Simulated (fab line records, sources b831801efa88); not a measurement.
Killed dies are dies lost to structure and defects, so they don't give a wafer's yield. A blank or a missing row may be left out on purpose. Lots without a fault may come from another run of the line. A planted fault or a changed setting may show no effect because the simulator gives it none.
fab line records | flow sky130 | part 1 of 2: steps 1 to 38 of 41
record lots=7 wafers=21 last_day=49
route steps=708 shown GATE_OXIDE@192 POLY_GATE@204 RES_PROTECT@207 PAD_OPEN@708
lots that met no fault: from a run of the same line without faults
start_h: hours from the record's first day to the start of the lot's first wafer shown | wait_h: hours since the lot's step before | " the same as in the row above | L1.1+2: a row that stands for several wafers | - no value, or no start given | * or withheld: withheld | < > ~ a bound
route shown NAME@n: a module of which the file shows steps, and the number in the route of the first | usual: mean/standard deviation of fault-free wafers | same: alike in all rows | chamber/n: place in a boat | sites: the reading at each site | _std_site: their standard deviation | _edge_site: outer sites' mean less inner sites' | radius_mm: how far each site lies from the wafer's centre | mask NAME#n: copy n | behind: the tool/chamber that last shaped the wafer | hold: why the lot was held/for how many hours/how that ended | device: the transistor (n, p or np) that didn't switch | end of line: the same wafers' tests at the end of the route | a step without rows: its recipe alone | killed: dies lost to structure and defects at the first sort, not the wafer's yield | map: a wafer's dies, x killed, . not, _ none there
set.NAME: the setting as run; set.NAME@STEP: as run at that earlier step | model.NAME: the simulator's own value behind a step, which no gauge read
lots at some steps of the route; a table a step, a row a wafer
services: from which hour (start_h, from the record's first day; less than 0 if before it) a tool's chamber was out of use, for how many hours, and why
## steps
# step SKY_GATE_OXIDE_COAT_05
# recipe resist=NOVOLAK spin_rpm=3000 resist_thk_nm=1140
# step SKY_GATE_OXIDE_SOFTBAKE_06
# recipe temp_c=90 time_s=60 resist=NOVOLAK
# step SKY_GATE_OXIDE_EXPOSE_07
# recipe mask_id=LVOM na=0.6 source_shape=conventional sigma_outer=0.6 polarization=unpolarized target_cd_nm=600 dose_mj=170
# step SKY_GATE_OXIDE_PEB_08
# recipe temp_c=withheld time_s=* resist=NOVOLAK
# step SKY_GATE_OXIDE_DEVELOP_09
# recipe resist=NOVOLAK developer=TMAH develop_time_s=60 dev_temp_c=23
# step SKY_GATE_OXIDE_OVL_MEAS_10
# usual GATE_OXIDE_OVL=0.6/1.1
# columns lot.wafer tool chamber start_h wait_h GATE_OXIDE_OVL[nm]
L840.2 overlay-01 - 328.82 0.1 1.0
L840.5 " - " " 0.7
L840.6 " - " " 0.5
L843.1 overlay-01 - 379.56 0.1 1.3
L843.3 " - " " 2.3
L843.6 " - " " 0.8
L846.3 overlay-02 - 383.82 0.1 0.5
L846.5 " - " " 0.8
L846.6 " - " " 0.9
L852.1 overlay-02 - 413.86 0.1 1.8
L852.3 " - " " 1.9
L852.5 " - " " 2.3
L855.3 overlay-01 - 450.98 0.1 -0.4
L855.4 " - " " 0.5
L855.6 " - " " -0.5
L856.2 overlay-02 - 454.96 0.1 -0.6
L856.3 " - " " -0.7
L856.6 " - " " -0.8
L857.3 overlay-02 - 456.13 0.1 3.4
L857.4 " - " " 1.7
L857.6 " - " " 2.5
# step SKY_GATE_OXIDE_IMPLANT_11
# recipe species=B energy_kev=10 dose_cm2=2.642e+12 tilt_deg=withheld
# step SKY_GATE_OXIDE_WET_ETCH_12
# recipe chemistry=dHF target_depth_nm=16.8 dry=n2_spin target=SiO2 dilution=100:1 temp_c=25 time_s=336
# step SKY_GATE_OXIDE_STRIP_13
# recipe chemistry=O2/N2 power_w=1400 pressure_mtorr=1500 platen_temp_c=withheld o2_flow_sccm=3000 n2_flow_sccm=300 overash_fraction=0.5
# usual drypump_motor_current_A=5.91/0.27 oes_product_au=0.716/0.0046 strip_time_to_endpoint_s=14.19/0.04
# columns lot.wafer tool chamber start_h wait_h drypump_motor_current_A oes_product_au rf_hours_counter_h strip_time_to_endpoint_s
L840.2 plasma_asher-01 1 329.10 0.0 6.26 0.715 22 14.22
L840.5 " 0 " " 5.97 0.710 - 14.20
L840.6 " 1 " " 6.27 0.718 - 14.26
L843.1 plasma_asher-01 0 379.85 0.0 5.98 0.710 26 14.15
L843.3 " 1 " " 6.30 0.714 - 14.14
L843.6 " 0 " " 5.99 0.713 - 14.17
L846.3 plasma_asher-02 0 384.13 0.0 5.62 0.716 - 14.16
L846.5 " 1 " " 5.79 0.720 - 14.22
L846.6 " 0 " " 5.63 0.716 - 14.22
L852.1 plasma_asher-02 1 414.16 0.0 5.80 0.718 75 14.19
L852.3 " 1 " " 5.77 0.718 - 14.20
L852.5 " 1 " " 5.74 0.723 - 14.17
L855.3 plasma_asher-04 1 451.31 0.0 6.18 0.719 - 14.23
L855.4 " 0 " " 5.59 0.709 - 14.27
L855.6 " 0 " " 5.60 0.716 - 14.24
L856.2 plasma_asher-04 0 455.25 0.0 5.58 0.714 2 14.23
L856.3 " 1 " " 6.19 0.715 - 14.18
L856.6 " 1 " " 6.17 0.723 - 14.25
L857.3 plasma_asher-04 0 456.45 0.0 5.58 0.720 - 14.23
L857.4 " 1 " " 6.17 0.721 - 14.25
L857.6 " 1 " " 6.18 0.713 - 14.23
# step SKY_GATE_OXIDE_TW_MEAS_14
# usual GATE_OXIDE_TW=226.3/1.4
# columns lot.wafer tool chamber start_h wait_h GATE_OXIDE_TW
L840.2 film_metro-03 - 329.21 0.1 227.3
L840.5 " - " " 227.9
L840.6 " - " " 227.5
L843.1 film_metro-04 - 379.95 0.1 223.1
L843.3 " - " " 225.5
L843.6 " - " " 224.0
L846.3 film_metro-03 - 384.21 0.1 226.1
L846.5 " - " " 227.9
L846.6 " - " " 226.8
L852.1 film_metro-03 - 414.26 0.1 227.2
L852.3 " - " " 226.1
L852.5 " - " " 227.7
L855.3 film_metro-03 - 451.39 0.1 225.9
L855.4 " - " " 225.2
L855.6 " - " " 225.7
L856.2 film_metro-04 - 455.36 0.1 225.3
L856.3 " - " " 226.6
L856.6 " - " " 227.1
L857.3 film_metro-04 - 456.54 0.1 225.1
L857.4 " - " " 225.0
L857.6 " - " " 224.5
# step SKY_GATE_OXIDE_CLEAN_15
# recipe chemistry=SC1/SC2 mix=1:4:20 temp_c=70 time_s=150 dry=n2_spin
# step SKY_GATE_OXIDE_OXIDATION_16
# recipe temp_c=800 ambient=O2 idle_temp_c=700 ramp_up_c_per_min=10 ramp_down_c_per_min=3 stabilise_s=600 purge_s=300 target_thk_a=35.7 ox_time_s=1915
# step SKY_POLY_GATE_CVD_00
# recipe material=poly-Si target_thk_nm=180 temp_c=620 time_s=720 pressure_mtorr=200
# usual pressure_mtorr=200.0/0.45
# columns lot.wafer tool chamber start_h wait_h pressure_mtorr model.poly-Si_of_POLY_GATE_CVD_00.thk_nm
L840.2 lpcvd-01 0 330.85 0.0 199.8 178.8
L840.5 " 0 " " 199.9 179.1
L840.6 " 0 " " 199.7 179.9
L843.1 lpcvd-01 0 381.59 0.0 199.9 178
L843.3 " 0 " " 199.5 177.9
L843.6 " 0 " " 199.8 179.8
L846.3 lpcvd-01 1 387.50 0.0 199.9 180.6
L846.5 " 1 " " 199.5 179.7
L846.6 " 1 " " 200.3 180.6
L852.1 lpcvd-01 1 416.95 0.0 199.1 178.1
L852.3 " 1 " " 200.2 178.4
L852.5 " 1 " " 199.4 176.2
L855.3 lpcvd-01 0 453.78 0.0 200.1 192.2
L855.4 " 0 " " 199.7 192.6
L855.6 " 0 " " 200.2 191.2
L856.2 lpcvd-01 0 457.54 0.0 200.6 193.5
L856.3 " 0 " " 200.4 192.9
L856.6 " 0 " " 199.5 193.7
L857.3 lpcvd-01 1 458.74 0.1 200.2 191.3
L857.4 " 1 " " 200.4 189.8
L857.6 " 1 " " 201.0 191.2
# step SKY_POLY_GATE_THK_MEAS_01
# recipe reads=poly-Si_of_POLY_GATE_CVD_00
# usual POLY_GATE_CVD_00_THK=179.3/1.4
# columns lot.wafer tool chamber start_h wait_h hold POLY_GATE_CVD_00_THK[nm]
L840.2 film_metro-03 - 332.06 0.0 - 178.9
L840.5 " - " " - 179.2
L840.6 " - " " - 179.9
L843.1 film_metro-02 - 382.79 0.0 - 178.0
L843.3 " - " " - 177.8
L843.6 " - " " - 179.7
L846.3 film_metro-02 - 388.72 0.0 - 180.7
L846.5 " - " " - 179.7
L846.6 " - " " - 180.5
L852.1 film_metro-02 - 418.15 0.0 - 178.2
L852.3 " - " " - 178.4
L852.5 " - " " - 176.2
L855.3 film_metro-03 - 455.00 0.0 await_dispo/0.2h/release 192.1
L855.4 " - " " await_dispo/0.2h/release 192.7
L855.6 " - " " await_dispo/0.2h/release 191.2
L855.3 film_metro-03 - 455.22 0.2 - 192.2
L855.4 " - " " - 192.5
L855.6 " - " " - 191.3
L856.2 film_metro-04 - 458.75 0.0 await_dispo/0.2h/release 193.5
L856.3 " - " " await_dispo/0.2h/release 193.0
L856.6 " - " " await_dispo/0.2h/release 193.8
L856.2 film_metro-04 - 458.97 0.2 - 193.6
L856.3 " - " " - 193.0
L856.6 " - " " - 193.8
L857.3 film_metro-04 - 459.96 0.0 await_dispo/0.2h/release 191.2
L857.4 " - " " await_dispo/0.2h/release 190.0
L857.6 " - " " await_dispo/0.2h/release 191.2
L857.3 film_metro-04 - 460.18 0.2 - 191.4
L857.4 " - " " - 189.8
L857.6 " - " " - 191.0
# step SKY_RES_PROTECT_HMDS_01
# recipe prime_time_s=60 prime_temp_c=120
# step SKY_RES_PROTECT_COAT_02
# recipe resist=NOVOLAK spin_rpm=3000 resist_thk_nm=1140
# step SKY_RES_PROTECT_SOFTBAKE_03
# recipe temp_c=90 time_s=60 resist=NOVOLAK
# step SKY_RES_PROTECT_EXPOSE_04
# recipe mask_id=RPM na=0.6 source_shape=conventional sigma_outer=0.6 polarization=unpolarized target_cd_nm=1270 dose_mj=131
# step SKY_RES_PROTECT_PEB_05
# recipe temp_c=withheld time_s=* resist=NOVOLAK
# step SKY_RES_PROTECT_DEVELOP_06
# recipe resist=NOVOLAK developer=TMAH develop_time_s=60 dev_temp_c=23
# step SKY_POLY_GATE_IMPLANT_02
# recipe species=P energy_kev=30.48 dose_cm2=7.7e+15 tilt_deg=0
# step SKY_RES_PROTECT_STRIP_07
# recipe chemistry=O2/N2 power_w=1400 pressure_mtorr=1500 platen_temp_c=withheld o2_flow_sccm=3000 n2_flow_sccm=300 overash_fraction=0.5
# usual drypump_motor_current_A=5.8/0.32 oes_product_au=0.515/0.0045 strip_time_to_endpoint_s=23.44/0.042
# columns lot.wafer tool chamber start_h wait_h drypump_motor_current_A oes_product_au rf_hours_counter_h strip_time_to_endpoint_s
L840.2 plasma_asher-03 0 360.08 0.1 5.7 0.512 52 23.42
L840.5 " 1 " " 5.4 0.518 - 23.48
L840.6 " 0 " " 5.7 0.520 - 23.50
L843.1 plasma_asher-04 0 410.40 0.1 5.6 0.513 72 23.49
L843.3 " 0 " " 5.6 0.513 - 23.42
L843.6 " 1 " " 6.2 0.513 - 23.48
L846.3 plasma_asher-03 1 417.60 0.1 5.4 0.514 - 23.45
L846.5 " 1 " " 5.4 0.502 - 23.45
L846.6 " 0 " " 5.6 0.509 - 23.46
L852.1 plasma_asher-01 1 447.87 0.1 6.3 0.512 33 23.42
L852.3 " 1 " " 6.3 0.519 - 23.45
L852.5 " 1 " " 6.3 0.520 - 23.40
L855.3 plasma_asher-04 0 485.20 0.1 5.6 0.512 - 23.45
L855.4 " 1 " " 6.2 0.513 - 23.44
L855.6 " 1 " " 6.2 0.512 - 23.44
L856.2 plasma_asher-04 0 489.05 0.1 5.6 0.514 6 23.39
L856.3 " 0 " " 5.6 0.515 - 23.39
L856.6 " 0 " " 5.6 0.522 - 23.38
L857.3 plasma_asher-04 0 491.05 0.2 5.6 0.512 - 23.37
L857.4 " 1 " " 6.1 0.516 - 23.39
L857.6 " 0 " " 5.6 0.515 - 23.34
# step SKY_RES_PROTECT_TW_MEAS_08
# usual POLY_GATE_TW=4061/36
# columns lot.wafer tool chamber start_h wait_h POLY_GATE_TW
L840.2 film_metro-02 - 360.19 0.1 4028
L840.5 " - " " 4014
L840.6 " - " " 4010
L843.1 film_metro-03 - 410.50 0.1 4088
L843.3 " - " " 4104
L843.6 " - " " 4098
L846.3 film_metro-03 - 417.73 0.1 4121
L846.5 " - " " 4092
L846.6 " - " " 4102
L852.1 film_metro-02 - 447.97 0.1 4008
L852.3 " - " " 3999
L852.5 " - " " 4007
L855.3 film_metro-03 - 485.29 0.1 4081
L855.4 " - " " 4069
L855.6 " - " " 4078
L856.2 film_metro-03 - 489.16 0.1 4057
L856.3 " - " " 4108
L856.6 " - " " 4084
L857.3 film_metro-01 - 491.14 0.1 4068
L857.4 " - " " 4085
L857.6 " - " " 4067
# step SKY_RES_PROTECT_CLEAN_09
# recipe chemistry=SC1/SC2 mix=1:4:20 temp_c=70 time_s=150 dry=n2_spin
# columns lot.wafer tool chamber start_h wait_h model.poly-Si_of_POLY_GATE_CVD_00.thk_nm
L840.2 wet_bench-02 0 360.24 0.0 178.2
L840.5 " 0 " " 178.5
L840.6 " 0 " " 179.3
L843.1 wet_bench-01 1 410.56 0.1 177.4
L843.3 " 1 " " 177.3
L843.6 " 1 " " 179.2
L846.3+6 wet_bench-04 3 417.77 0.0 180
L846.5 " 3 " " 179.1
L852.1 wet_bench-02 2 448.03 0.1 177.5
L852.3 " 2 " " 177.8
L852.5 " 2 " " 175.6
L855.3 wet_bench-02 1 485.33 0.0 191.6
L855.4 " 1 " " 191.9
L855.6 " 1 " " 190.6
L856.2 wet_bench-01 0 489.21 0.0 192.9
L856.3 " 0 " " 192.3
L856.6 " 0 " " 193.1
L857.3 wet_bench-02 3 491.18 0.0 190.7
L857.4 " 3 " " 189.2
L857.6 " 3 " " 190.6
# step SKY_POLY_GATE_CVD_03
# recipe material=Si3N4 precursor=DCS/NH3 target_thk_nm=75 temp_c=770 time_s=1290 pressure_mtorr=250
# step SKY_POLY_GATE_THK_MEAS_04
# recipe reads=Si3N4_of_POLY_GATE_CVD_03
# usual POLY_GATE_CVD_03_THK=75.3/0.62
# columns lot.wafer tool chamber start_h wait_h POLY_GATE_CVD_03_THK[nm]
L840.2 film_metro-03 - 363.23 0.0 75.5
L840.5 " - " " 75.6
L840.6 " - " " 75.1
L843.1 film_metro-03 - 417.17 0.0 76.1
L843.3 " - " " 76.1
L843.6 " - " " 75.8
L846.3 film_metro-02 - 423.48 0.0 75.2
L846.5 " - " " 74.9
L846.6 " - " " 75.8
L852.1 film_metro-04 - 449.44 0.0 75.1
L852.3 " - " " 74.9
L852.5 " - " " 75.9
L855.3 film_metro-03 - 486.76 0.0 75.2
L855.4 " - " " 74.8
L855.6 " - " " 74.7
L856.2 film_metro-04 - 490.63 0.0 75.4
L856.3 " - " " 75.3
L856.6 " - " " 75.1
L857.3 film_metro-04 - 492.61 0.0 75.5
L857.4 " - " " 75.1
L857.6 " - " " 75.5
# step SKY_POLY_GATE_DEHYDRATE_05
# recipe temp_c=200 time_s=60
# step SKY_POLY_GATE_HMDS_06
# recipe prime_time_s=60 prime_temp_c=120
# step SKY_POLY_GATE_COAT_07
# recipe resist=BARC temp_c=withheld time_s=withheld spin_rpm=3000 resist_thk_nm=110
# step SKY_POLY_GATE_COAT_08
# recipe resist=KrF-thick spin_rpm=3000 resist_thk_nm=450
# step SKY_POLY_GATE_SOFTBAKE_09
# recipe temp_c=100 time_s=90 resist=KrF-thick
# step SKY_POLY_GATE_EXPOSE_10
# recipe mask_id=P1M na=0.68 source_shape=conventional sigma_outer=0.6 target_cd_nm=150 dose_mj=28
# step SKY_POLY_GATE_PEB_11
# recipe peb_temp_c=withheld peb_time_s=withheld resist=KrF-thick
# step SKY_POLY_GATE_DEVELOP_12
# recipe develop_time_s=60 resist=KrF-thick dev_temp_c=21
# step SKY_POLY_GATE_CD_MEAS_13
# recipe target_cd_nm=150
# usual cd_nm=150.0/1.5
# columns lot.wafer tool chamber start_h wait_h cd_nm
L840.2 cd_sem-01 - 391.74 - 151.0
L840.5 " - " " 150.8
L840.6 " - " " 151.0
L843.1 cd_sem-02 - 445.67 - 152.2
L843.3 " - " " 151.3
L843.6 " - " " 152.0
L846.3 cd_sem-02 - 453.86 - 148.5
L846.5 " - " " 147.2
L846.6 " - " " 149.5
L852.1 cd_sem-02 - 479.91 - 152.3
L852.3 " - " " 150.9
L852.5 " - " " 152.0
L855.3 cd_sem-02 - 516.66 - 148.9
L855.4 " - " " 148.8
L855.6 " - " " 148.5
L856.2 cd_sem-02 - 521.59 - 149.3
L856.3 " - " " 150.5
L856.6 " - " " 151.3
L857.3 cd_sem-01 - 524.61 - 150.7
L857.4 " - " " 150.8
L857.6 " - " " 150.0
# step SKY_POLY_GATE_OVL_MEAS_14
# usual POLY_GATE_OVL=-1/6.5
# columns lot.wafer tool chamber start_h wait_h POLY_GATE_OVL[nm]
L840.2 overlay-01 - 391.84 0.1 -3
L840.5 " - " " 5
L840.6 " - " " -8
L843.1 overlay-01 - 445.79 0.1 -2
L843.3 " - " " -1
L843.6 " - " " -4
L846.3 overlay-02 - 453.95 0.1 1
L846.5 " - " " -1
L846.6 " - " " 2
L852.1 overlay-02 - 480.03 0.1 8
L852.3 " - " " 7
L852.5 " - " " 8
L855.3 overlay-01 - 516.75 0.1 3
L855.4 " - " " 1
L855.6 " - " " -4
L856.2 overlay-02 - 521.70 0.1 10
L856.3 " - " " 4
L856.6 " - " " 6
L857.3 overlay-01 - 524.70 0.1 -14
L857.4 " - " " -9
L857.6 " - " " -9
# step SKY_POLY_GATE_ETCH_15
# recipe chemistry=N2/H2 target=BARC ion_energy_ev=200 source_w=500 bias_w=100 pressure_mtorr=30 n2_flow_sccm=100 h2_flow_sccm=200 stop_on=SiO2 time_s=118.5 target_depth_a=1100
# usual drypump_motor_current_A=5.7/0.48 oes_product_au=0.716/0.0042 throttle_valve_pct=13.212/0.0083
# columns lot.wafer tool chamber start_h wait_h drypump_motor_current_A oes_product_au rf_hours_counter_h throttle_valve_pct
L840.2 rie_diel-04 1 391.87 0.0 5.2 0.726 12 13.214
L840.5 " 3 " " 6.1 0.719 - 13.212
L840.6 " 2 " " 5.0 0.712 - 13.219
L843.1 rie_diel-01 1 445.83 0.0 5.7 0.718 10 13.214
L843.3 " 0 " " 5.6 0.715 23 13.215
L843.6 " 1 " " 5.7 0.711 - 13.224
L846.3 rie_diel-04 0 453.97 0.0 6.5 0.718 78 13.216
L846.5 " 3 " " 6.1 0.718 - 13.205
L846.6 " 2 " " 5.0 0.714 - 13.203
L852.1 rie_diel-04 0 480.07 0.0 6.4 0.724 78 13.208
L852.3 " 1 " " 5.2 0.714 13 13.219
L852.5 " 3 " " 6.1 0.703 - 13.225
L855.3 rie_diel-02 1 516.77 0.0 5.5 0.711 3 13.205
L855.4 " 2 " " 6.4 0.718 4 13.201
L855.6 " 1 " " 5.5 0.718 - 13.197
L856.2 rie_diel-01 3 521.73 0.0 6.1 0.717 1 13.196
L856.3 " 0 " " 5.6 0.723 24 13.203
L856.6 " 3 " " 6.1 0.724 - 13.214
L857.3 rie_diel-04 1 524.72 0.0 5.2 0.711 14 13.209
L857.4 " 0 " " 6.4 0.718 79 13.203
L857.6 " 0 " " 6.4 0.717 - 13.219
# step SKY_POLY_GATE_ETCH_16
# recipe stop_on=poly-Si chemistry=CH3F/O2 target=Si3N4 source_w=400 bias_w=80 pressure_mtorr=25 ch3f_flow_sccm=40 O2_flow_sccm=30 time_s=147.5 target_depth_a=750
# usual drypump_motor_current_A=5.7/0.48 oes_product_au=0.641/0.005 throttle_valve_pct=10.535/0.0093
# columns lot.wafer tool chamber start_h wait_h drypump_motor_current_A oes_product_au rf_hours_counter_h throttle_valve_pct
L840.2 rie_diel-04 1 391.96 0.0 5.1 0.645 12 10.549
L840.5 " 3 " " 6.1 0.637 - 10.536
L840.6 " 2 " " 5.0 0.628 - 10.539
L843.1 rie_diel-01 1 445.91 0.0 5.7 0.643 10 10.529
L843.3 " 0 " " 5.6 0.645 23 10.535
L843.6 " 1 " " 5.7 0.635 - 10.531
L846.3 rie_diel-04 0 454.05 0.0 6.4 0.635 78 10.524
L846.5 " 3 " " 6.0 0.637 - 10.545
L846.6 " 2 " " 5.0 0.631 - 10.531
L852.1 rie_diel-04 0 480.15 0.0 6.4 0.635 78 10.520
L852.3 " 1 " " 5.1 0.626 14 10.548
L852.5 " 3 " " 6.1 0.643 - 10.550
L855.3 rie_diel-02 1 516.85 0.0 5.5 0.641 3 10.537
L855.4 " 2 " " 6.4 0.634 4 10.544
L855.6 " 1 " " 5.4 0.641 - 10.543
L856.2 rie_diel-01 3 521.81 0.0 6.1 0.644 2 10.548
L856.3 " 0 " " 5.6 0.641 24 10.540
L856.6 " 3 " " 6.1 0.649 - 10.543
L857.3 rie_diel-04 1 524.80 0.0 5.2 0.636 14 10.557
L857.4 " 0 " " 6.4 0.646 80 10.537
L857.6 " 0 " " 6.4 0.648 - 10.526
## key
first_sign step=SKY_POLY_GATE_THK_MEAS_01 reading=visit direction=added
effect step=SKY_POLY_GATE_THK_MEAS_01 reading=POLY_GATE_CVD_00_THK direction=up sigmas=9 usual=179.3 struck=192.1
effect step=SKY_POLY_GATE_ETCH_17 reading=oes_product_au direction=up sigmas=2.7 usual=0.986 struck=1.009 wafers_moved=5
model_effect step=SKY_POLY_GATE_CVD_00 value=poly-Si_of_POLY_GATE_CVD_00.thk_nm without=179.7 struck=192.1
model_effect step=SKY_RES_PROTECT_CLEAN_09 value=poly-Si_of_POLY_GATE_CVD_00.thk_nm without=179.1 struck=191.4
model_effect step=SKY_POLY_GATE_ETCH_17 value=POLY_GATE.feature_depth_nm without=178.5 struck=182.2
model_effect step=SKY_PAD_OPEN_PROBE_99 value=etest.cap_li_to_poly.c_af_um2 without=98.25 struck=101.8
met_at SKY_POLY_GATE_CVD_00
struck_wafers L855.3,L855.4,L855.6,L856.2,L856.3,L856.6,L857.3,L857.4,L857.6
sort_left_out L855.3,L855.4,L855.6,L856.2,L856.3,L856.6,L857.3,L857.4,L857.6
tester_left_out L855,L856,L857
onset_between 416.95 453.78
also_fits time
fault kind=process_parameter_drift tool=lpcvd-01 chamber=- onset_h=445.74 steps=SKY_POLY_GATE_CVD_00 channel=target_thk_nm offset=12.362 shape=step end_h=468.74 stated=180
# tester_left_out: of these lots the tester's yield and bins aren't shown, on N5 and GAA mostly nor the transistor test; their killed dies are dies lost to structure and defects alone, not to doping, threshold or leakage, so they don't give the yield
# sort_left_out: the simulated sort isn't trusted on such a fault, so these wafers' sort isn't shown, and their yield isn't known
